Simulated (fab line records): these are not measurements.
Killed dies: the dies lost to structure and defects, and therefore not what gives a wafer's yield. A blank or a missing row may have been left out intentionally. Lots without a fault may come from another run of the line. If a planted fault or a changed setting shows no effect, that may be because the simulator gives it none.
2 desks looking at one fault | flow gf180mcu | numbers are kept per desk, each desk with only its own; the story behind them comes last

FROM THE METROLOGY DESK
Lot by lot, what the gauges showed, no matter which tool ran the lot: averages of those sampled wafers that carry a number. The brackets show how far a lot's mean lies from the usual mean; more than 4 standard deviations puts the lot out of limits, marked OUT.
Columns: A = cdNm at GF_V2_CD_MEAS_14, usual 260.2 nm; B = V2_OVL at GF_V2_OVL_MEAS_15, usual 3 nm; C = V2_W_RS at GF_V2_RS_MEAS_24, usual 0.326 ohm/sq
lot  | first seen here | A     | B  | C
L124 | day 22 06:42    | 260.9 | 5  | 0.331
L131 | day 24 15:10    | 259.1 | 2  | 0.332
L136 | day 26 05:15    | 259.7 | 7  | 0.316
L138 | day 26 21:01    | 260.6 | 7  | 0.323
L140 | day 27 06:10    | 257.5 | 5  | 0.317
L142 | day 27 22:50    | 261.0 | -4 | 0.323
L143 | day 28 07:44    | 260.1 | 1  | 0.322
Result from this desk: across the 7 lots, nothing is out of limits.

FOR THE TOOL OWNER'S DESK: cvdW-02
The tool's own readings at GF_V2_CVD_23 (deposits W, target thk 350 nm, time 104.94 s): means of the sampled wafers that have a number, for each lot that ran on this tool. The brackets show how far a lot's mean lies from the usual mean; more than 4 standard deviations puts the lot out of limits, marked OUT.
Columns: A = heaterPowerW at GF_V2_CVD_23, usual 875 W
lot  | first seen here | A
L131 | day 24 16:04    | 903
L136 | day 26 06:10    | 916
L138 | day 26 21:59    | 950
L140 | day 27 07:10    | 902
Result from this desk: across the 4 lots, nothing is out of limits.

PUT TOGETHER
The metrology desk saw nothing out of limits.
The tool owner's desk saw nothing out of limits.

WHAT THE SIMULATOR PUT IN
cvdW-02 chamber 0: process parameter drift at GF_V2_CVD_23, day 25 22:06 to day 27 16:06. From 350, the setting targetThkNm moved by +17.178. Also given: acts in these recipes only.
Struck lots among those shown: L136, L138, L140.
